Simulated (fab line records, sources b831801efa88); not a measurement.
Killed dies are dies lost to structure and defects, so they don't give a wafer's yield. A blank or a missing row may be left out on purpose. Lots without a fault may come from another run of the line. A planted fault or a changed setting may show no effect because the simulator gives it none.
Chamber matching | flow sky130 | SKY_LI_CONTACT_CMP_24 on cmp-01: 4 sister chambers
The step polishes, stops on PSG, t overpolish 20 s, target thk 0 nm. 14 wafers are shown with their chamber, then 7 later ones without.

WAFERS WITH THEIR CHAMBER
wafer  | chamber | time_to_endpoint_s (s) | motor_current_A (A)
L388.2 | 1       | 92                     | 9.9
L388.5 | 3       | 97                     | 10.9
L388.6 | 2       | 100                    | 10.3
L389.2 | 3       | 97                     | 10.7
L389.4 | 0       | 99                     | 11.0
L389.5 | 0       | 100                    | 12.5
L393.1 | 1       | 90                     | 10.4
L393.3 | 2       | 96                     | 10.6
L393.4 | 0       | 89                     | 11.2
L400.2 | 2       | 95                     | 10.5
L400.4 | 0       | 94                     | 11.1
L400.6 | 1       | 90                     | 10.2
L407.3 | 0       | 94                     | 11.9
L407.4 | 1       | 88                     | 11.1

SIGNATURES (means of the wafers above)
reading            | chamber 0 | chamber 1 | chamber 2 | chamber 3 | scatter within a chamber
time_to_endpoint_s | 95.20     | 90.00     | 97.00     | 97.00     | 3.17
motor_current_A    | 11.540    | 10.400    | 10.467    | 10.800    | 0.5
Rule: a wafer's distance from a chamber is the root of the sum, over the readings, of the square of ((its reading less the chamber's mean) divided by the reading's scatter). The wafer belongs to the nearest chamber; if the next one is less than 2 further off, it can't be placed. The scatter: the root of (the sum of the squares of (reading less its chamber's mean) over the shown wafers, divided by (wafers less chambers)).

WAFERS WITHOUT THEIR CHAMBER
wafer  | time_to_endpoint_s (s) | motor_current_A (A)
L407.6 | 92                     | 11.1
L408.1 | 98                     | 11.2
L408.2 | 99                     | 10.7
L408.6 | 99                     | 10.5
L410.3 | 95                     | 10.3
L410.5 | 96                     | 10.1
L410.6 | 94                     | 12.0

WHICH CHAMBER EACH WENT THROUGH
wafer  | from the rows above               | in truth
L407.6 | can't be placed: 0 or 1 or 3 or 2 | 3
L408.1 | can't be placed: 3 or 0 or 2      | 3
L408.2 | can't be placed: 3 or 2 or 0      | 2
L408.6 | can't be placed: 2 or 3 or 0      | 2
L410.3 | can't be placed: 2 or 3 or 1 or 0 | 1
L410.5 | can't be placed: 2 or 3 or 1      | 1
L410.6 | can't be placed: 0 or 3           | 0
Placed correctly: 0 of 7. Can't be placed from these rows: 7 (the true chamber is among the candidates in 7). Placed wrongly: 0.
